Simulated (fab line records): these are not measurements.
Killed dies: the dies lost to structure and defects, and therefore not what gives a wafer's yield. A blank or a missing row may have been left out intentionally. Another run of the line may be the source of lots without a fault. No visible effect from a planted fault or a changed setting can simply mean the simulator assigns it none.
fab line records | flow sky130
[record] lots = 24 wafers = 72 last_day = 50
route steps=708 shown LDD_HVN@276 CONTACT@410 VIA1@478 METAL2@485 VIA2@520 CAPM@540
lots that met no fault: taken from a fault-free run of the same line
start_h: start of the lot's first displayed wafer, in hours after the record's first day | wait_h: time in hours since the lot's previous step | " repeats the value in the row above | L1.1+2: a single row standing in for several wafers | - no value, or no start given | * or withheld: withheld | < > ~ a bound
route shown NAME@n: a module of which the file shows steps, and the number in the route of the first | usual: the fault-free wafers' mean and standard deviation | same: alike in all rows | chamber/n: place in a boat | sites: readings site by site | _std_site: standard deviation across them | _edge_site: outer sites' mean less inner sites' | radius_mm: for every site, how far away it sits from the centre of the wafer | mask NAME#n: copy n | behind: the most recent tool/chamber to have shaped the wafer | hold: why the lot went on hold/how many hours it stayed there/how the hold came to an end | device: the n, p or np transistor that did not switch | end of line: tests of these same wafers at the route's end | where a step has no rows: the recipe by itself | killed: at the first sort, the dies lost to defects and structure; wafer yield is something else | map: dies across one wafer; x = killed, . = not, _ = none there
set.NAME: setting as actually run; set.NAME@STEP: the setting as run at that earlier step | model.NAME: the simulator's own value behind a step, which no gauge read
a sample of lots followed through the steps of the route, with each step as a table and each wafer as a row
services: a tool's chamber out of use, with start hour (start_h, from the record's first day; less than 0 if before it), hours out, and reason
[[steps]]
[step SKY_LDD_HVN_STRIP_09]
[recipe] chemistry = O2/N2 power_w = 1400 pressure_mtorr = 1500 platen_temp_c = withheld o2_flow_sccm = 3000 n2_flow_sccm = 300 overash_fraction = 0.5
[usual] drypump_motor_current_A = 5.6/0.59 oes_product_au = 0.408/0.0048 strip_time_to_endpoint_s = 4.131/0.016
// columns lot.wafer tool chamber start_h wait_h drypump_motor_current_A oes_product_au rf_hours_counter_h strip_time_to_endpoint_s
L074.1 plasma_asher-02 0 452.38 0.1 5.1 0.410 78 4.118
L074.3 " 1 " " 5.9 0.414 - 4.105
L074.5 " 1 " " 5.9 0.414 - 4.128
L075.3 plasma_asher-02 1 468.91 0.1 5.9 0.408 - 4.118
L075.4 " 0 " " 5.1 0.400 - 4.131
L075.5 " 1 " " 5.9 0.404 - 4.115
L076.2 plasma_asher-04 0 502.17 0.1 6.4 0.407 38 4.143
L076.5 " 1 " " 4.8 0.417 - 4.145
L076.6 " 0 " " 6.4 0.400 - 4.143
L077.1 plasma_asher-04 0 513.33 0.1 6.3 0.413 39 4.143
L077.3 " 0 " " 6.3 0.400 - 4.149
L077.5 " 1 " " 4.8 0.408 - 4.156
L079.1 plasma_asher-01 0 533.02 0.1 5.6 0.411 10 4.127
L079.3 " 1 " " 5.9 0.414 - 4.105
L079.5 " 1 " " 5.9 0.405 - 4.130
L078.3 plasma_asher-01 0 533.70 0.1 5.6 0.410 - 4.125
L078.4 " 1 " " 5.9 0.411 - 4.132
L078.6 " 1 " " 5.9 0.401 - 4.119
L081.1 plasma_asher-02 0 535.83 0.1 5.1 0.407 86 4.132
L081.4 " 1 " " 5.8 0.409 - 4.124
L081.6 " 0 " " 5.1 0.409 - 4.126
L080.1 plasma_asher-01 0 537.63 0.1 5.6 0.409 11 4.137
L080.2 " 1 " " 5.9 0.401 11 4.174
L080.6 " 1 " " 5.8 0.405 - 4.133
L083.1 plasma_asher-01 1 542.18 0.1 5.9 0.402 12 4.128
L083.2 " 0 " " 5.6 0.417 12 4.141
L083.6 " 0 " " 5.6 0.402 - 4.141
L082.2 plasma_asher-01 0 543.28 0.1 5.6 0.403 12 4.135
L082.3 " 1 " " 5.9 0.401 - 4.140
L082.5 " 1 " " 5.9 0.408 - 4.119
L084.1 plasma_asher-02 1 557.48 0.1 5.9 0.408 89 4.105
L084.2 " 0 " " 5.1 0.408 89 4.118
L084.3 " 0 " " 5.1 0.408 - 4.105
L085.1 plasma_asher-04 0 559.97 0.1 6.3 0.416 41 4.102
L085.2 " 1 " " 4.8 0.415 41 4.121
L085.6 " 0 " " 6.3 0.397 - 4.124
L086.2 plasma_asher-02 0 574.97 0.1 5.2 0.410 91 4.125
L086.3 " 0 " " 5.1 0.415 - 4.118
L086.6 " 1 " " 5.9 0.399 - 4.106
L087.1 plasma_asher-04 1 581.82 0.1 4.8 0.404 44 4.119
L087.5 " 1 " " 4.8 0.413 - 4.096
L087.6 " 0 " " 6.3 0.407 - 4.096
L088.2 plasma_asher-04 0 593.28 0.1 6.3 0.410 44 4.136
L088.3 " 1 " " 4.8 0.408 - 4.170
L088.5 " 1 " " 4.8 0.404 - 4.124
L089.1 plasma_asher-04 0 594.27 0.1 6.3 0.406 45 4.133
L089.3 " 0 " " 6.3 0.406 - 4.139
L089.6 " 0 " " 6.3 0.414 - 4.139
L090.4 plasma_asher-04 0 597.91 0.1 6.3 0.409 - 4.125
L090.5 " 1 " " 4.8 0.408 - 4.141
L090.6 " 0 " " 6.3 0.405 - 4.139
L091.2 plasma_asher-01 0 610.02 0.1 5.6 0.414 18 4.144
L091.4 " 1 " " 5.8 0.411 - 4.122
L091.5 " 1 " " 5.9 0.400 - 4.142
L092.3 plasma_asher-04 0 636.02 0.1 6.3 0.410 - 4.117
L092.4 " 1 " " 4.8 0.402 - 4.115
L092.6 " 0 " " 6.3 0.411 - 4.126
L093.2 plasma_asher-04 0 645.98 0.1 6.4 0.407 50 4.131
L093.4 " 1 " " 4.8 0.406 - 4.126
L093.5 " 1 " " 4.8 0.409 - 4.132
L095.1 plasma_asher-04 1 647.28 0.1 4.8 0.408 50 4.133
L095.4 " 1 " " 4.8 0.414 - 4.141
L095.6 " 0 " " 6.3 0.414 - 4.150
L094.1 plasma_asher-04 0 648.48 0.1 6.3 0.406 50 4.125
L094.4 " 0 " " 6.3 0.407 - 4.145
L094.6 " 0 " " 6.3 0.410 - 4.132
L096.3 plasma_asher-04 0 652.56 0.1 6.3 0.404 - 4.134
L096.4 " 1 " " 4.8 0.407 - 4.143
L096.5 " 0 " " 6.3 0.407 - 4.122
L097.2 plasma_asher-04 0 669.33 0.1 6.3 0.415 52 4.132
L097.3 " 1 " " 4.8 0.410 - 4.119
L097.5 " 1 " " 4.8 0.410 - 4.130
[step SKY_CONTACT_CMP_04]
[recipe] material = SiO2 down_force_psi = 4 platen_rpm = 60 pad_velocity_m_s = 0.94248
[usual] motor_current_A = 12.5/1.1 time_to_endpoint_s = 82/3.5
// columns lot.wafer tool chamber start_h wait_h motor_current_A time_to_endpoint_s
L074.1 cmp-01 3 695.82 0.1 12.9 83
L074.3 " 2 " " 12.5 87
L074.5 " 3 " " 13.3 88
L075.3 cmp-01 3 727.04 0.0 12.5 86
L075.4 " 1 " " 13.2 80
L075.5 " 3 " " 13.1 90
L076.2 cmp-01 2 741.74 0.0 12.3 85
L076.5 " 2 " " 12.8 85
L076.6 " 3 " " 12.7 87
L077.3 cmp-02 0 751.06 0.1 14.3 84
L077.1 " 1 " " 10.6 85
L077.5 " 3 " " 10.6 80
L078.4 cmp-01 0 768.96 0.1 11.4 81
L078.3 " 1 " " 13.8 78
L078.6 " 3 " " 12.4 84
L079.1 cmp-01 2 770.52 0.3 12.6 81
L079.3 " 0 " " 11.8 81
L079.5 " 2 " " 12.4 80
L081.4 cmp-02 1 772.60 0.2 11.2 77
L081.1 " 2 " " 11.6 78
L081.6 " 3 " " 11.6 74
L080.1 cmp-01 3 773.53 0.1 13.9 80
L080.2 " 1 " " 14.8 76
L080.6 " 3 " " 13.0 85
L083.2 cmp-02 2 774.20 0.2 12.4 81
L083.1 " 3 " " 11.8 77
L083.6 " 1 " " 10.8 81
L082.3 cmp-02 0 776.44 0.0 13.9 75
L082.2 " 1 " " 11.1 81
L082.5 " 1 " " 11.0 84
L084.1 cmp-01 2 789.52 0.1 12.9 87
L084.3 " 3 " " 13.4 83
L084.2 " 0 " " 11.6 87
L085.1 cmp-01 0 793.79 0.1 12.0 87
L085.2 " 1 " " 13.8 85
L085.6 " 3 " " 13.0 87
L086.2 cmp-01 1 802.27 0.0 13.9 83
L086.3 " 3 " " 13.3 81
L086.6 " 2 " " 12.8 81
L087.1 cmp-01 1 813.34 0.1 13.2 77
L087.5 " 0 " " 11.6 81
L087.6 " 1 " " 14.0 76
L088.3 cmp-01 1 821.96 0.1 14.4 81
L088.2 " 2 " " 13.0 83
L088.5 " 0 " " 12.0 84
L089.3 cmp-02 2 823.19 0.1 12.3 82
L089.1 " 0 " " 14.2 81
L089.6 " 2 " " 12.3 80
L090.4 cmp-01 2 827.54 0.1 12.7 83
L090.5 " 0 " " 12.3 85
L090.6 " 1 " " 13.3 83
L091.2 cmp-02 2 838.81 0.1 11.5 80
L091.4 " 3 " " 10.8 73
L091.5 " 1 " " 10.4 81
L092.3 cmp-02 3 859.84 0.0 11.2 81
L092.4 " 1 " " 11.2 80
L092.6 " 0 " " 14.2 78
L093.4 cmp-01 3 867.48 0.1 12.9 82
L093.2 " 1 " " 13.2 82
L093.5 " 3 " " 13.1 81
L095.1 cmp-02 1 871.54 0.1 11.5 88
L095.4 " 0 " " 14.4 82
L095.6 " 2 " " 12.2 84
L094.1 cmp-01 2 873.93 0.1 12.8 81
L094.4 " 0 " " 11.9 76
L094.6 " 1 " " 13.4 80
L096.3 cmp-02 0 875.76 0.1 14.2 82
L096.4 " 1 " " 10.5 85
L096.5 " 2 " " 12.0 83
L097.3 cmp-02 1 889.23 0.1 10.3 87
L097.2 " 3 " " 11.2 81
L097.5 " 0 " " 13.6 80
[step SKY_VIA1_SPUTTER_20]
[recipe] material = TiN target_thk_nm = 20 chamber_pressure_pa = 5 power_w = 4000 time_s = 80
[usual] throttle_valve_pct = 30.1/0.73
// columns lot.wafer tool chamber start_h wait_h throttle_valve_pct
L074.1 pvd_sputter-04 - 782.17 0.0 29.9
L074.3 " - " " 29.5
L074.5 " - " " 29.9
L075.3 pvd_sputter-01 - 811.32 0.0 28.5
L075.4 " - " " 29.2
L075.5 " - " " 31.1
L076.2 pvd_sputter-01 - 826.31 0.0 28.5
L076.5 " - " " 28.4
L076.6 " - " " 29.3
L077.1 pvd_sputter-04 - 835.62 0.0 29.5
L077.3 " - " " 30.5
L077.5 " - " " 30.7
L078.3 pvd_sputter-02 - 851.23 0.0 29.9
L078.4 " - " " 30.7
L078.6 " - " " 30.0
L079.1 pvd_sputter-04 - 853.27 0.0 30.2
L079.3 " - " " 29.6
L079.5 " - " " 29.9
L081.1 pvd_sputter-02 - 854.78 0.0 30.6
L081.4 " - " " 31.7
L081.6 " - " " 30.4
L080.1 pvd_sputter-04 - 856.35 0.0 30.1
L080.2 " - " " 29.8
L080.6 " - " " 29.6
L083.1 pvd_sputter-02 - 856.96 0.0 30.0
L083.2 " - " " 30.6
L083.6 " - " " 30.5
L082.2 pvd_sputter-01 - 860.74 0.0 28.6
L082.3 " - " " 29.6
L082.5 " - " " 29.7
L084.1 pvd_sputter-02 - 874.72 0.0 31.5
L084.2 " - " " 30.4
L084.3 " - " " 30.3
L085.1 pvd_sputter-04 - 876.86 0.0 29.9
L085.2 " - " " 30.5
L085.6 " - " " 30.6
L086.2 pvd_sputter-04 - 883.38 0.0 29.5
L086.3 " - " " 29.8
L086.6 " - " " 30.0
L087.1 pvd_sputter-04 - 895.48 0.0 29.9
L087.5 " - " " 29.9
L087.6 " - " " 30.6
L088.2 pvd_sputter-01 - 903.12 0.0 29.6
L088.3 " - " " 29.7
L088.5 " - " " 28.3
L089.1 pvd_sputter-04 - 904.64 0.0 30.0
L089.3 " - " " 29.4
L089.6 " - " " 30.1
L090.4 pvd_sputter-02 - 909.09 0.0 29.9
L090.5 " - " " 30.7
L090.6 " - " " 31.3
L091.2 pvd_sputter-01 - 919.71 0.0 28.4
L091.4 " - " " 30.9
L091.5 " - " " 29.4
L092.3 pvd_sputter-04 - 939.21 0.0 30.5
L092.4 " - " " 29.9
L092.6 " - " " 29.6
L093.2 pvd_sputter-02 - 945.83 0.0 30.7
L093.4 " - " " 30.2
L093.5 " - " " 30.7
L095.1 pvd_sputter-01 - 950.27 0.0 29.3
L095.4 " - " " 30.8
L095.6 " - " " 30.7
L094.1 pvd_sputter-01 - 954.72 0.0 28.4
L094.4 " - " " 29.5
L094.6 " - " " 28.6
L096.3 pvd_sputter-04 - 955.68 0.0 29.9
L096.4 " - " " 30.6
L096.5 " - " " 29.8
L097.2 pvd_sputter-02 - 966.44 0.0 31.1
L097.3 " - " " 31.6
L097.5 " - " " 29.9
[step SKY_METAL2_SPUTTER_02]
[recipe] material = AlCu target_thk_nm = 250 power_w = 10600 time_s = 12.9 chamber_pressure_pa = 0.4
[usual] throttle_valve_pct = 29.7/0.97
// columns lot.wafer tool chamber start_h wait_h throttle_valve_pct
L074.1 pvd_sputter-03 - 782.85 0.0 28.1
L074.3 " - " " 29.9
L074.5 " - " " 28.9
L075.3 pvd_sputter-02 - 812.10 0.0 30.8
L075.4 " - " " 31.5
L075.5 " - " " 30.3
L076.2 pvd_sputter-02 - 827.00 0.0 31.5
L076.5 " - " " 29.7
L076.6 " - " " 31.2
L077.1 pvd_sputter-02 - 836.35 0.0 30.4
L077.3 " - " " 30.7
L077.5 " - " " 29.9
L078.3 pvd_sputter-03 - 851.93 0.0 29.3
L078.4 " - " " 28.3
L078.6 " - " " 30.3
L079.1 pvd_sputter-03 - 854.05 0.0 29.2
L079.3 " - " " 29.5
L079.5 " - " " 28.0
L081.1 pvd_sputter-02 - 855.46 0.0 31.6
L081.4 " - " " 30.1
L081.6 " - " " 30.4
L080.1 pvd_sputter-03 - 857.04 0.0 28.2
L080.2 " - " " 30.2
L080.6 " - " " 29.3
L083.1 pvd_sputter-01 - 857.65 0.0 28.5
L083.2 " - " " 30.9
L083.6 " - " " 29.7
L082.2 pvd_sputter-03 - 861.42 0.0 29.1
L082.3 " - " " 29.3
L082.5 " - " " 30.0
L084.1 pvd_sputter-03 - 875.40 0.0 28.9
L084.2 " - " " 28.3
L084.3 " - " " 29.4
L085.1 pvd_sputter-01 - 877.63 0.0 29.4
L085.2 " - " " 30.6
L085.6 " - " " 29.3
L086.2 pvd_sputter-03 - 884.07 0.0 29.3
L086.3 " - " " 30.4
L086.6 " - " " 30.0
L087.1 pvd_sputter-03 - 896.17 0.0 30.4
L087.5 " - " " 30.2
L087.6 " - " " 29.4
L088.2 pvd_sputter-03 - 903.80 0.0 29.4
L088.3 " - " " 28.1
L088.5 " - " " 29.2
L089.1 pvd_sputter-02 - 905.32 0.0 31.4
L089.3 " - " " 30.9
L089.6 " - " " 31.1
L090.4 pvd_sputter-03 - 909.74 0.0 30.3
L090.5 " - " " 29.1
L090.6 " - " " 29.3
L091.2 pvd_sputter-03 - 920.39 0.0 29.9
L091.4 " - " " 28.9
L091.5 " - " " 28.9
L092.3 pvd_sputter-01 - 939.90 0.0 28.5
L092.4 " - " " 30.0
L092.6 " - " " 30.8
L093.2 pvd_sputter-01 - 946.51 0.0 29.4
L093.4 " - " " 29.8
L093.5 " - " " 29.5
L095.1 pvd_sputter-02 - 950.95 0.0 29.8
L095.4 " - " " 31.3
L095.6 " - " " 31.3
L094.1 pvd_sputter-01 - 955.40 0.0 29.5
L094.4 " - " " 30.0
L094.6 " - " " 28.3
L096.3 pvd_sputter-02 - 956.37 0.0 30.7
L096.4 " - " " 31.4
L096.5 " - " " 31.6
L097.2 pvd_sputter-01 - 967.13 0.0 31.1
L097.3 " - " " 28.2
L097.5 " - " " 29.6
[step SKY_VIA2_OVL_MEAS_13]
[usual] VIA2_OVL = 0/5.7
// columns lot.wafer tool chamber start_h wait_h VIA2_OVL[nm]
L074.1 overlay-01 - 837.26 0.1 4
L074.3 " - " " 4
L074.5 " - " " 6
L075.3 overlay-02 - 866.12 0.1 6
L075.4 " - " " 5
L075.5 " - " " 1
L076.2 overlay-02 - 880.22 0.1 4
L076.5 " - " " -1
L076.6 " - " " 6
L077.1 overlay-02 - 889.36 0.1 -2
L077.3 " - " " -7
L077.5 " - " " -4
L078.3 overlay-02 - 904.36 0.1 7
L078.4 " - " " -13
L078.6 " - " " 1
L079.1 overlay-01 - 906.01 0.1 3
L079.3 " - " " 13
L079.5 " - " " 9
L081.1 overlay-01 - 907.91 0.1 7
L081.4 " - " " 6
L081.6 " - " " 0
L080.1 overlay-01 - 908.65 0.1 -8
L080.2 " - " " 6
L080.6 " - " " 2
L083.1 overlay-01 - 910.51 0.1 -8
L083.2 " - " " -7
L083.6 " - " " -7
L082.2 overlay-01 - 913.62 0.1 -6
L082.3 " - " " 0
L082.5 " - " " -2
L084.1 overlay-02 - 928.37 0.1 -9
L084.2 " - " " -6
L084.3 " - " " -1
L085.1 overlay-01 - 930.01 0.1 0
L085.2 " - " " -2
L085.6 " - " " 1
L086.2 overlay-01 - 935.51 0.1 0
L086.3 " - " " -2
L086.6 " - " " 3
L087.1 overlay-02 - 947.46 0.1 -5
L087.5 " - " " -1
L087.6 " - " " 2
L088.2 overlay-01 - 955.31 0.1 0
L088.3 " - " " -1
L088.5 " - " " -3
L089.1 overlay-01 - 956.46 0.1 -8
L089.3 " - " " -2
L089.6 " - " " 3
L090.4 overlay-02 - 960.43 0.1 0
L090.5 " - " " 2
L090.6 " - " " 7
L091.2 overlay-02 - 971.11 0.1 9
L091.4 " - " " 0
L091.5 " - " " 12
L092.3 overlay-02 - 990.02 0.1 6
L092.4 " - " " -11
L092.6 " - " " -9
L093.2 overlay-02 - 995.66 0.1 -10
L093.4 " - " " -9
L093.5 " - " " -3
L095.1 overlay-02 - 1000.45 0.1 -5
L095.4 " - " " 5
L095.6 " - " " 7
L094.1 overlay-02 - 1004.35 0.1 -8
L094.4 " - " " 7
L094.6 " - " " 0
L096.3 overlay-02 - 1005.32 0.1 -10
L096.4 " - " " -3
L096.5 " - " " -3
L097.2 overlay-01 - 1015.16 0.1 1
L097.3 " - " " -7
L097.5 " - " " -5
[step SKY_CAPM_RS_MEAS_03]
[recipe] thk_meas_gauge = four-point-probe reads = TiN_of_CAPM_SPUTTER_02
[usual] CAPM_TIN_RS = 6.57/0.066
// columns lot.wafer tool chamber start_h wait_h CAPM_TIN_RS[ohm/sq]
L074.1 film_metro-02 - 839.02 0.1 6.69
L074.3 " - " " 6.69
L074.5 " - " " 6.63
L075.3 film_metro-03 - 867.92 0.1 6.65
L075.4 " - " " 6.60
L075.5 " - " " 6.59
L076.2 film_metro-02 - 881.98 0.1 6.59
L076.5 " - " " 6.56
L076.6 " - " " 6.58
L077.1 film_metro-02 - 891.17 0.1 6.51
L077.3 " - " " 6.50
L077.5 " - " " 6.56
L078.3 film_metro-02 - 906.16 0.1 6.61
L078.4 " - " " 6.53
L078.6 " - " " 6.61
L079.1 film_metro-04 - 907.77 0.1 6.56
L079.3 " - " " 6.49
L079.5 " - " " 6.53
L081.1 film_metro-02 - 909.67 0.1 6.54
L081.4 " - " " 6.54
L081.6 " - " " 6.49
L080.1 film_metro-04 - 910.41 0.1 6.62
L080.2 " - " " 6.63
L080.6 " - " " 6.52
L083.1 film_metro-04 - 912.26 0.1 6.59
L083.2 " - " " 6.58
L083.6 " - " " 6.55
L082.2 film_metro-02 - 915.42 0.1 6.65
L082.3 " - " " 6.65
L082.5 " - " " 6.72
L084.1 film_metro-02 - 930.36 0.1 6.60
L084.2 " - " " 6.58
L084.3 " - " " 6.58
L085.1 film_metro-02 - 931.80 0.1 6.56
L085.2 " - " " 6.49
L085.6 " - " " 6.56
L086.2 film_metro-03 - 937.28 0.1 6.63
L086.3 " - " " 6.63
L086.6 " - " " 6.59
L087.1 film_metro-04 - 949.26 0.1 6.62
L087.5 " - " " 6.67
L087.6 " - " " 6.63
L088.2 film_metro-03 - 957.11 0.1 6.44
L088.3 " - " " 6.50
L088.5 " - " " 6.48
L089.1 film_metro-04 - 958.21 0.1 6.46
L089.3 " - " " 6.53
L089.6 " - " " 6.49
L090.4 film_metro-02 - 962.22 0.1 6.62
L090.5 " - " " 6.68
L090.6 " - " " 6.72
L091.2 film_metro-03 - 972.88 0.1 6.56
L091.4 " - " " 6.58
L091.5 " - " " 6.59
L092.3 film_metro-03 - 991.80 0.1 6.49
L092.4 " - " " 6.54
L092.6 " - " " 6.53
L093.2 film_metro-04 - 997.44 0.1 6.46
L093.4 " - " " 6.46
L093.5 " - " " 6.47
L095.1 film_metro-02 - 1002.21 0.1 6.58
L095.4 " - " " 6.56
L095.6 " - " " 6.54
L094.1 film_metro-02 - 1006.16 0.1 6.53
L094.4 " - " " 6.56
L094.6 " - " " 6.54
L096.3 film_metro-02 - 1007.14 0.1 6.53
L096.4 " - " " 6.54
L096.5 " - " " 6.60
L097.2 film_metro-02 - 1016.94 0.1 6.53
L097.3 " - " " 6.56
L097.5 " - " " 6.53
[[services]]
// columns tool chamber start_h hours kind
plasma_asher-04 - 437.83 0.3 repair
pvd_sputter-02 - 456.20 1.0 repair
cmp-01 - 462.99 1.9 repair
cmp-01 - 484.14 0.6 repair
cmp-01 - 496.32 15.6 pm
pvd_sputter-01 - 513.92 7.7 repair
pvd_sputter-01 - 514.00 1.0 repair
cmp-01 - 515.26 1.1 repair
plasma_asher-04 - 516.22 2.9 repair
pvd_sputter-02 - 541.23 7.6 repair
cmp-01 - 557.46 0.8 repair
cmp-01 - 568.35 2.5 repair
cmp-01 - 571.61 0.6 repair
cmp-01 - 576.27 4.5 pm
pvd_sputter-02 - 648.06 4.5 repair
pvd_sputter-02 - 661.24 0.8 repair
cmp-01 - 701.91 1.9 repair
cmp-01 - 744.16 4.0 pm
cmp-01 - 747.90 0.8 repair
pvd_sputter-02 - 749.50 1.7 repair
cmp-01 - 834.00 6.8 repair
pvd_sputter-02 - 882.23 5.3 repair
cmp-01 - 921.28 2.9 repair
cmp-01 - 943.30 7.2 pm
[[key]]
fault none
